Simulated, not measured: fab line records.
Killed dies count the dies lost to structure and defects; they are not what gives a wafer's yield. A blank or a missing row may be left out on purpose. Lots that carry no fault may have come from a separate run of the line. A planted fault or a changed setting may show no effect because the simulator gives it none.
fab line records	flow sky130
[record] lots = 13	wafers = 39	last-day = 50
route steps=708 shown FIELD_ISO@24 DNWELL@44 NWELL@81 VT_ADJUST_LVTN@105 PAD_OPEN@708
lots that met no fault: taken from a fault-free run of the same line
start-h: the number of hours between the record's first day and the start of the first shown wafer of the lot	wait-h: time in hours since the lot's previous step	" unchanged from the row above	L1.1+2: a single row standing in for several wafers	- either no value or no given start	* or withheld: withheld	< > ~ a bound
route shown NAME@n: a module of which the file shows steps, and the number in the route of the first	usual: the fault-free wafers' mean and standard deviation	same: alike in all rows	chamber/n: place in a boat	sites: per-site readings	_std_site: the standard deviation of these	_edge_site: outer sites' mean less inner sites'	radius-mm: for every site, how far away it sits from the centre of the wafer	mask NAME#n: copy n	behind: the tool/chamber that last shaped the wafer	hold: reason for holding the lot/hours on hold/outcome of the hold	device: whichever transistor did not switch (one of n, p or np)	end of line: tests of these same wafers at the route's end	for a step that has no rows: nothing shown but its recipe	killed: at the first sort, the dies lost to defects and structure; wafer yield is something else	map: the dies of a wafer, with x for killed, . for not killed, _ for no die there
set.NAME: the run value of the setting; set.NAME@STEP: its run value at that earlier step	model.NAME: the simulator's own value behind a step, which no gauge read
a sample of lots followed through the steps of the route, with each step as a table and each wafer as a row
services: a tool's chamber out of use, with start hour (start-h, from the record's first day; less than 0 if before it), hours out, and reason
[[steps]]
[step SKY_FIELD_ISO_THK_MEAS_23]
[recipe] reads = SiO2_of_FIELD_ISO_OXIDATION_22
[usual] FIELD_ISO_OXIDATION_01_THK = 9.90/0.19
lot.wafer	tool	chamber	start-h	wait-h	FIELD_ISO_OXIDATION_01_THK[nm]
L596.2	film-metro-02	-	41.28	0.0	9.85
L596.3	"	-	"	"	9.65
L596.4	"	-	"	"	9.97
L597.3	film-metro-04	-	48.15	0.0	9.54
L597.5	"	-	"	"	9.52
L597.6	"	-	"	"	9.60
L599.1	film-metro-02	-	58.05	0.0	10.11
L599.3	"	-	"	"	10.09
L599.5	"	-	"	"	10.02
L600.3	film-metro-03	-	62.83	0.0	9.81
L600.4	"	-	"	"	9.95
L600.5	"	-	"	"	9.92
L601.2	film-metro-04	-	69.37	0.0	9.86
L601.4	"	-	"	"	9.75
L601.5	"	-	"	"	9.55
L605.3	film-metro-04	-	90.11	0.0	9.80
L605.5	"	-	"	"	9.95
L605.6	"	-	"	"	9.99
L610.1	film-metro-03	-	115.33	0.0	10.13
L610.4	"	-	"	"	10.18
L610.5	"	-	"	"	10.20
L612.1	film-metro-02	-	126.09	0.0	10.07
L612.3	"	-	"	"	9.98
L612.5	"	-	"	"	9.87
L613.3	film-metro-04	-	131.44	0.0	10.06
L613.4	"	-	"	"	9.99
L613.6	"	-	"	"	10.02
L614.1	film-metro-03	-	135.57	0.0	10.27
L614.2	"	-	"	"	10.25
L614.6	"	-	"	"	10.14
L615.2	film-metro-04	-	142.80	0.0	10.10
L615.4	"	-	"	"	10.14
L615.6	"	-	"	"	9.91
L616.1	film-metro-03	-	147.42	0.0	9.71
L616.4	"	-	"	"	9.59
L616.6	"	-	"	"	9.80
L617.1	film-metro-02	-	153.04	0.0	10.08
L617.2	"	-	"	"	10.21
L617.6	"	-	"	"	10.13
[step SKY_DNWELL_TW_MEAS_09]
[usual] DNWELL_TW = 1112/7.8
lot.wafer	tool	chamber	start-h	wait-h	DNWELL_TW
L596.2	film-metro-03	-	64.68	0.1	1115
L596.3	"	-	"	"	1108
L596.4	"	-	"	"	1113
L597.3	film-metro-04	-	69.19	0.1	1117
L597.5	"	-	"	"	1111
L597.6	"	-	"	"	1117
L599.1	film-metro-04	-	78.82	0.1	1112
L599.3	"	-	"	"	1105
L599.5	"	-	"	"	1112
L600.3	film-metro-01	-	85.84	0.1	1113
L600.4	"	-	"	"	1111
L600.5	"	-	"	"	1107
L601.2	film-metro-04	-	92.53	0.1	1119
L601.4	"	-	"	"	1119
L601.5	"	-	"	"	1120
L605.3	film-metro-04	-	112.19	0.1	1124
L605.5	"	-	"	"	1126
L605.6	"	-	"	"	1120
L610.1	film-metro-01	-	140.40	0.1	1103
L610.4	"	-	"	"	1105
L610.5	"	-	"	"	1107
L612.1	film-metro-01	-	152.40	0.1	1110
L612.3	"	-	"	"	1110
L612.5	"	-	"	"	1105
L613.3	film-metro-03	-	156.74	0.1	1106
L613.4	"	-	"	"	1115
L613.6	"	-	"	"	1114
L614.1	film-metro-03	-	163.75	0.1	1107
L614.2	"	-	"	"	1105
L614.6	"	-	"	"	1108
L615.2	film-metro-03	-	168.83	0.1	1112
L615.4	"	-	"	"	1110
L615.6	"	-	"	"	1111
L616.1	film-metro-01	-	173.67	0.1	1109
L616.4	"	-	"	"	1116
L616.6	"	-	"	"	1114
L617.1	film-metro-01	-	178.87	0.1	1107
L617.2	"	-	"	"	1106
L617.6	"	-	"	"	1101
[step SKY_NWELL_RTA_28]
[recipe] temp-c = 1050	time-s = 30	idle-temp-c = 650	ramp-up-c-per-s = 150	ramp-down-c-per-s = 90	ambient = N2
[usual] anneal-temp-c-max = 1054.9/1.3	lamp-power-pct = 25.30/0.051	wafer_temp_C_max = 1055.0/1.1
lot.wafer	tool	chamber	start-h	wait-h	anneal-temp-c-max	lamp-power-pct	wafer_temp_C_max
L596.2	rtp-anneal-02	0	117.40	0.0	1056.3	25.27	1056.0
L596.3	"	0	"	"	1055.0	25.44	1055.9
L596.4	"	0	"	"	1056.3	25.26	1054.7
L597.3	rtp-anneal-01	0	122.90	0.0	1053.9	25.37	1054.3
L597.5	"	0	"	"	1053.3	25.32	1053.6
L597.6	"	0	"	"	1053.7	25.34	1056.0
L599.1	rtp-anneal-02	0	133.41	0.0	1056.0	25.25	1054.8
L599.3	"	0	"	"	1055.8	25.27	1055.3
L599.5	"	0	"	"	1054.1	25.41	1054.8
L600.3	rtp-anneal-02	0	142.10	0.0	1056.3	25.29	1055.5
L600.4	"	0	"	"	1055.3	25.31	1054.7
L600.5	"	0	"	"	1055.8	25.33	1055.5
L601.2	rtp-anneal-02	0	150.03	0.0	1054.4	25.29	1054.8
L601.4	"	0	"	"	1056.5	25.36	1054.5
L601.5	"	0	"	"	1056.6	25.28	1056.7
L605.3	rtp-anneal-01	0	170.60	0.0	1053.0	25.30	1054.7
L605.5	"	0	"	"	1053.6	25.32	1054.4
L605.6	"	0	"	"	1053.0	25.18	1055.1
L610.1	rtp-anneal-02	0	203.57	0.0	1054.4	25.28	1054.0
L610.4	"	0	"	"	1057.4	25.35	1053.7
L610.5	"	0	"	"	1055.9	25.27	1054.0
L612.1	rtp-anneal-02	0	215.27	0.0	1055.9	25.31	1054.3
L612.3	"	0	"	"	1054.8	25.27	1055.7
L612.5	"	0	"	"	1054.2	25.28	1054.8
L613.3	rtp-anneal-02	0	220.89	0.0	1055.4	25.29	1055.3
L613.4	"	0	"	"	1055.0	25.37	1055.2
L613.6	"	0	"	"	1057.1	25.32	1054.2
L614.1	rtp-anneal-01	0	230.66	0.0	1053.0	25.25	1056.4
L614.2	"	0	"	"	1054.3	25.32	1055.0
L614.6	"	0	"	"	1054.3	25.21	1056.1
L615.2	rtp-anneal-02	0	234.19	0.0	1054.8	25.25	1057.2
L615.4	"	0	"	"	1055.3	25.37	1055.5
L615.6	"	0	"	"	1055.8	25.33	1053.6
L616.1	rtp-anneal-01	0	240.71	0.0	1052.4	25.30	1056.9
L616.4	"	0	"	"	1055.5	25.24	1055.3
L616.6	"	0	"	"	1053.3	25.25	1055.9
L617.1	rtp-anneal-02	0	246.02	0.0	1053.8	25.24	1053.3
L617.2	"	0	"	"	1055.4	25.29	1053.8
L617.6	"	0	"	"	1055.6	25.32	1057.8
[step SKY_VT_ADJUST_LVTN_IMPLANT_08]
[recipe] species = B	energy-kev = 30	dose-cm2 = 1.57e+12	tilt-deg = withheld
[usual] dose-ions-cm2 = 1.5701e+12/2e+09
lot.wafer	tool	chamber	start-h	wait-h	dose-ions-cm2
L596.2	implanter-02	0	155.88	0.0	1.5711e+12
L596.3	"	0	"	"	1.5704e+12
L596.4	"	0	"	"	1.5688e+12
L597.3	implanter-02	0	162.29	0.1	1.5711e+12
L597.5	"	0	"	"	1.5695e+12
L597.6	"	0	"	"	1.5678e+12
L599.1	implanter-03	0	173.49	0.0	1.572e+12
L599.3	"	0	"	"	1.5735e+12
L599.5	"	0	"	"	1.5692e+12
L600.3	implanter-02	0	183.76	0.1	1.5721e+12
L600.4	"	0	"	"	1.5714e+12
L600.5	"	0	"	"	1.5731e+12
L601.2	implanter-02	0	191.48	0.0	1.5699e+12
L601.4	"	0	"	"	1.57e+12
L601.5	"	0	"	"	1.5721e+12
L605.3	implanter-03	0	211.99	0.1	1.5695e+12
L605.5	"	0	"	"	1.5732e+12
L605.6	"	0	"	"	1.5681e+12
L610.1	implanter-02	0	248.85	0.0	1.5717e+12
L610.4	"	0	"	"	1.5721e+12
L610.5	"	0	"	"	1.5693e+12
L612.1	implanter-04	0	262.89	0.0	1.5732e+12
L612.3	"	0	"	"	1.5699e+12
L612.5	"	0	"	"	1.5716e+12
L613.3	implanter-02	0	266.80	0.1	1.5704e+12
L613.4	"	0	"	"	1.5716e+12
L613.6	"	0	"	"	1.5729e+12
L614.1	implanter-04	0	277.30	0.0	1.5677e+12
L614.2	"	0	"	"	1.5722e+12
L614.6	"	0	"	"	1.5676e+12
L615.2	implanter-04	0	282.63	0.0	1.5696e+12
L615.4	"	0	"	"	1.5741e+12
L615.6	"	0	"	"	1.5721e+12
L616.1	implanter-04	0	288.90	0.0	1.5687e+12
L616.4	"	0	"	"	1.5644e+12
L616.6	"	0	"	"	1.563e+12
L617.1	implanter-04	0	294.94	0.0	1.5676e+12
L617.2	"	0	"	"	1.5685e+12
L617.6	"	0	"	"	1.5719e+12
[step SKY_VT_ADJUST_LVTN_TW_MEAS_10]
[usual] VT_ADJUST_LVTN_TW = 241.3/1.8
lot.wafer	tool	chamber	start-h	wait-h	VT_ADJUST_LVTN_TW
L596.2	film-metro-02	-	156.11	0.1	239.9
L596.3	"	-	"	"	239.7
L596.4	"	-	"	"	240.8
L597.3	film-metro-02	-	162.51	0.1	240.2
L597.5	"	-	"	"	240.0
L597.6	"	-	"	"	240.7
L599.1	film-metro-02	-	173.74	0.1	240.7
L599.3	"	-	"	"	240.1
L599.5	"	-	"	"	237.6
L600.3	film-metro-01	-	183.98	0.1	231.9
L600.4	"	-	"	"	231.4
L600.5	"	-	"	"	231.7
L601.2	film-metro-01	-	191.71	0.1	231.5
L601.4	"	-	"	"	231.3
L601.5	"	-	"	"	231.7
L605.3	film-metro-02	-	212.21	0.1	240.5
L605.5	"	-	"	"	239.3
L605.6	"	-	"	"	240.5
L610.1	film-metro-02	-	249.10	0.1	241.6
L610.4	"	-	"	"	240.6
L610.5	"	-	"	"	241.7
L612.1	film-metro-02	-	263.14	0.1	240.9
L612.3	"	-	"	"	240.8
L612.5	"	-	"	"	240.7
L613.3	film-metro-04	-	267.02	0.1	243.6
L613.4	"	-	"	"	244.8
L613.6	"	-	"	"	244.8
L614.1	film-metro-04	-	277.55	0.1	243.8
L614.2	"	-	"	"	243.3
L614.6	"	-	"	"	243.7
L615.2	film-metro-01	-	282.86	0.1	239.0
L615.4	"	-	"	"	239.5
L615.6	"	-	"	"	238.7
L616.1	film-metro-02	-	289.15	0.1	239.5
L616.4	"	-	"	"	240.3
L616.6	"	-	"	"	239.6
L617.1	film-metro-01	-	295.19	0.1	242.8
L617.2	"	-	"	"	241.0
L617.6	"	-	"	"	240.7
[step SKY_PAD_OPEN_PROBE_99]
[usual] killed_at_M0_to_M3 = 43/5.9	killed_at_M4_up = 2.9/1.5	killed-at-contacts = 24/5	killed-at-front-end = 15/4.8	killed-at-other = 0.2/0.5	killed-dies = 86/9.3	killed-open = 47/7.1	killed-short = 38/6.3
[same] gross-dies = 492	killed-at-back-side = 0
lot.wafer	tool	chamber	start-h	wait-h	killed_at_M0_to_M3	killed_at_M4_up	killed-at-contacts	killed-at-front-end	killed-at-other	killed-dies	killed-open	killed-short
L601.2	prober-02	-	1131.78	0.1	43	4	21	18	1	87	46	41
L601.4	prober-02	-	1131.88	0.2	37	3	14	18	0	72	36	36
L601.5	prober-02	-	1131.93	0.2	40	4	33	12	0	89	45	44
// killed by level:class
L601.2 VIA1:geometric-particle:open=10 METAL2:geometric-particle:short=9 LI_CONTACT:geometric-particle:open=7 VIA3:geometric-particle:open=7 FIELD_ISO:geometric-particle:open=6 CONTACT:geometric-particle:open=6 POLY_GATE:geometric-particle:open=5 LOCAL_INTERCONNECT:geometric-particle:short=5
L601.4 VIA1:geometric-particle:short=7 FIELD_ISO:geometric-particle:open=6 VIA2:geometric-particle:open=6 CONTACT:geometric-particle:open=5 METAL1:geometric-particle:short=5 VIA1:geometric-particle:open=5 METAL2:geometric-particle:short=4 SPACER:geometric-particle:short=3
L601.5 LI_CONTACT:geometric-particle:open=10 LOCAL_INTERCONNECT:geometric-particle:short=10 CONTACT:geometric-particle:open=10 METAL1:geometric-particle:short=9 VIA1:geometric-particle:open=9 METAL2:geometric-particle:short=7 FIELD_ISO:geometric-particle:short=5 VIA2:geometric-particle:short=4
[[services]]
tool	chamber	start-h	hours	kind
implanter-03	-	115.46	3.8	repair
implanter-04	-	144.13	5.4	repair
rtp-anneal-01	-	145.33	13.0	repair
implanter-04	-	160.54	32.4	repair
implanter-02	-	179.74	0.6	repair
rtp-anneal-01	-	189.48	8.3	pm
implanter-04	-	198.41	3.6	repair
implanter-02	-	200.87	5.4	repair
implanter-03	-	222.85	89.4	pm
[[key]]
[first-sign] step = SKY_VT_ADJUST_LVTN_TW_MEAS_10	reading = VT_ADJUST_LVTN_TW	direction = down	sigmas = 5.4	usual = 241.3	struck = 231.6
effect none on later readings
met-at SKY_VT_ADJUST_LVTN_IMPLANT_08
struck-lots L600,L601
tester-left-out L600,L601
not-acting-at SKY_FIELD_ISO_THK_MEAS_23,SKY_DNWELL_TW_MEAS_09,SKY_NWELL_RTA_28
onset-between 162.29 183.76
[fault] kind = process-parameter-drift	tool = implanter-02	chamber = -	onset-h = 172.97	steps = SKY_VT_ADJUST_LVTN_IMPLANT_08	channel = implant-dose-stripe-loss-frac	offset = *	shape = step	end-h = 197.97
// tester-left-out: of these lots the tester's yield and bins aren't shown, on N5 and GAA mostly nor the transistor test; their killed dies are dies lost to structure and defects alone, not to doping, threshold or leakage, so they don't give the yield
